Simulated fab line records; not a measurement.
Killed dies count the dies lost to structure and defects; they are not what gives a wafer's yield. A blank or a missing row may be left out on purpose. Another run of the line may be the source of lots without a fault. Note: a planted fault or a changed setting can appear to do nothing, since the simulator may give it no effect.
Problem report in the 8D (eight disciplines) form, filled by code ; flow gf180mcu ; the parts of the form that need people (team, actions taken, sign-off) are left out

== 1. THE PROBLEM ==
Wafers without a fault read 33.000 s, standard deviation 0.0093; overpolish_run_s at GF_STI_CMP_25 reads a mean of 35.756 s on 2 wafers belonging to 2 lots. That is +99 or more standard deviations from the usual mean.
The step: polishes, stops on Si3N4, t overpolish 33 s, target thk 524.6 nm.
Seen first at day 5 03:59 on cmp-02, wafer L129.1. Wafers with a number at this step in the record: 42, from 14 lots. Rule for "out" (also "out of limits"): further than 4 standard deviations from the usual mean. The rest of the wafers with a number are treated as sound.

== 2. WHAT THIS IS AND IS NOT ==
question;is;is not
which readings at this step;overpolish_run_s;motor_current_A, retaining_ring_pressure_frac, time_to_endpoint_s
which lots;L129, L131;L115, L116, L117, L118, L119, L121, L122, L123, L124, L126, L127, L130
which wafers of those lots;L129.1, L131.3;L129.2, L129.4, L131.1, L131.2
read on which tools;cmp-02;cmp-01
when;from day 5 03:59;"up to then (35 sound wafers); but 5 sound wafers of L130, L131 came after"

== 3. SUSPECTS, AND WHAT RULES EACH OUT ==
Counting: a tool at a process step up to the reading stays a suspect if it ran every lot that is out. Sound lots after the first of them don't rule it out here, since some wafers of a struck lot are sound.
- cmp-02 at GF_STI_CMP_25 (polishes, stops on Si3N4, t overpolish 33 s, target thk 524.6 nm): kept. It processed each lot that is out (first: L129, day 5 03:59); up to then, its last sound lot is L127 (day 4 17:29). Out on those wafers are its own readings of overpolish_run_s.
- In cmp-02 at GF_STI_CMP_25, the wafers that are out were processed in chamber 2 and their sound lot-mates in chambers 0, 1.
Remaining after the count: cmp-02 at GF_STI_CMP_25.

== 4. THE CAUSE (what the simulator had put in) ==
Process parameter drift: cmp-02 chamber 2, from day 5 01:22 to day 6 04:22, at GF_STI_CMP_25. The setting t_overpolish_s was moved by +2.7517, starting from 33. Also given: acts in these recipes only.
Counting left only this tool.

== 5. THE CHAIN OF EFFECTS, in route order ==
Rows list readings where the struck wafers' mean (over those with a number) sits beyond 3 standard deviations from the usual. Scope: only readings with a usual standard deviation given in the record; hours: median across lots of the time from each lot's start at the first step in this table that gives one to its start at this step; sigmas: change in usual standard deviations.
hours;step;reading;usual;on struck wafers;change;sigmas
0;GF_STI_CMP_25;overpolish_run_s;33.000 s;35.756;+2.756;+99 or more
Its process steps:
- GF_STI_CMP_25: polishes, stops on Si3N4, t overpolish 33 s, target thk 524.6 nm.
At these later measuring or inspecting steps, every struck wafer for which the step has a row has a number for every such reading, and none has moved that far: GF_VT_IMPLANT_TW_MEAS_32, GF_PSD_RS_MEAS_14, GF_SALICIDE_RS_MEAS_04.

== 6. WHAT WOULD HAVE CAUGHT IT SOONER ==
3 hours passed between the start of the fault at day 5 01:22 and the first reading out of limits in this record, taken at day 5 03:59.
